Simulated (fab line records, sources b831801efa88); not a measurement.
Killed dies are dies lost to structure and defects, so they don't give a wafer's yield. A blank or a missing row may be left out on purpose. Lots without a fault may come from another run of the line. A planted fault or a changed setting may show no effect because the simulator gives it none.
Which tool did it? | flow sky130 | 11 lots, 33 wafers sampled, at 3 steps of a route of 708

WHAT THE GAUGES READ, wafer by wafer
SKY_POLY_CUT_OVL_MEAS_09. Usual: POLY_CUT_OVL -2 nm, standard deviation 5.3.
lot  | measured     | on         | POLY_CUT_OVL (nm) | flag
L506 | day 24 07:37 | overlay-01 | -7 -12 -5         |
L508 | day 25 06:26 | overlay-02 | -5 -6 -8          |
L509 | day 25 13:56 | overlay-01 | 4 1 -7            |
L512 | day 26 09:26 | overlay-02 | 1 1 5             |
L511 | day 26 10:58 | overlay-01 | -3 -10 -4         |
L513 | day 26 21:02 | overlay-01 | -8 -11 -3         |
L515 | day 27 19:31 | overlay-01 | 6 6 6             |
L523 | day 30 12:29 | overlay-01 | 2 -4 -6           |
L525 | day 30 20:35 | overlay-01 | -5 -7 -6          |
L527 | day 31 13:04 | overlay-01 | 0 0 -1            |
L528 | day 31 19:29 | overlay-01 | -3 -8 -7          |

SKY_SD_N_RS_MEAS_18: measures by four-point-probe. Usual: RES_XHIGH_RS 334.2 ohm/sq, standard deviation 1.4.
lot  | measured     | on            | RES_XHIGH_RS (ohm/sq) | flag
L506 | day 28 00:08 | film_metro-02 | 334.8 335.3 333.5     |
L508 | day 28 21:58 | film_metro-02 | 331.7 331.9 333.2     |
L509 | day 29 04:16 | film_metro-02 | 336.3 336.5 336.7     |
L512 | day 30 00:34 | film_metro-03 | 334.4 333.6 334.5     |
L511 | day 30 01:26 | film_metro-01 | 335.7 335.7 335.6     |
L513 | day 30 11:35 | film_metro-01 | 333.5 334.9 334.2     |
L515 | day 31 09:11 | film_metro-03 | 333.9 331.8 333.3     |
L523 | day 33 22:58 | film_metro-01 | 333.5 332.8 333.6     |
L525 | day 34 05:44 | film_metro-03 | 330.4 331.1 330.5     |
L527 | day 34 23:17 | film_metro-01 | 332.7 331.9 333.1     |
L528 | day 35 04:58 | film_metro-01 | 334.5 334.1 334.0     |

WHICH TOOL RAN EACH LOT (tool, then ch and the chambers of the sampled wafers, then the start)
lot  | SKY_POLY_CUT_ETCH_10
L506 | rie_diel-02 ch 0,1,2, day 24 07:38
L508 | rie_diel-04 ch 0,2, day 25 06:28
L509 | rie_diel-03 ch 0,2,3, day 25 13:58
L512 | rie_diel-03 ch 0,1,2, day 26 09:28
L511 | rie_diel-03 ch 0,2,3, day 26 10:59
L513 | rie_diel-03 ch 1,2, day 26 21:04
L515 | rie_diel-04 ch 0,1,2, day 27 19:34
L523 | rie_diel-03 ch 0,1,2, day 30 12:31
L525 | rie_diel-03 ch 1,2,3, day 30 20:37
L527 | rie_diel-04 ch 1,3, day 31 13:05
L528 | rie_diel-02 ch 0,1,3, day 31 19:31
- SKY_POLY_CUT_ETCH_10: etches BARC in N2/H2, stops on SiO2, time 45.9 s, target depth 60 nm.

WHAT THE TOOLS THEMSELVES READ (means of the sampled wafers that have a number; where no wafer has one, the mark that the record gives instead)
SKY_POLY_CUT_ETCH_10. Usual: drypump_motor_current_A 5.7 A, standard deviation 0.41; oes_product_au 0.855 a.u., standard deviation 0.0046; throttle_valve_pct 13.224 %, standard deviation 0.0094.
lot  | tool        | drypump_motor_current_A (A) | oes_product_au (a.u.) | throttle_valve_pct (%) | flag
L506 | rie_diel-02 | 5.9                         | 0.854                 | 13.232                 |
L508 | rie_diel-04 | 5.9                         | 0.858                 | 13.223                 |
L509 | rie_diel-03 | 5.8                         | 0.852                 | 13.226                 |
L512 | rie_diel-03 | 5.2                         | 0.850                 | 13.227                 |
L511 | rie_diel-03 | 5.8                         | 0.853                 | 13.227                 |
L513 | rie_diel-03 | 5.1                         | 0.855                 | 13.231                 |
L515 | rie_diel-04 | 5.7                         | 0.859                 | 13.218                 |
L523 | rie_diel-03 | 5.2                         | 0.857                 | 13.233                 |
L525 | rie_diel-03 | 5.6                         | 0.859                 | 13.226                 |
L527 | rie_diel-04 | 5.4                         | 0.854                 | 13.235                 |
L528 | rie_diel-02 | 5.9                         | 0.853                 | 13.222                 |

THE ANSWER, worked out from the rows above alone
Rule: a lot is off if the mean of its wafers that have a number lies more than 3 standard deviations from the usual mean. A lot without any number at a reading at which 4 lots or more have one is off too. The other lots that the step has rows for count as sound. The gauges are gone through in route order, then the tools' own readings, and for those a lot's mean is taken as printed above. The first step at which some lot is off is used, and at that step the reading that is off furthest; a lot without a number counts as furthest.
No lot is off at any reading shown: from this, nothing can be told.

WHAT THE SIMULATOR HAD PUT IN
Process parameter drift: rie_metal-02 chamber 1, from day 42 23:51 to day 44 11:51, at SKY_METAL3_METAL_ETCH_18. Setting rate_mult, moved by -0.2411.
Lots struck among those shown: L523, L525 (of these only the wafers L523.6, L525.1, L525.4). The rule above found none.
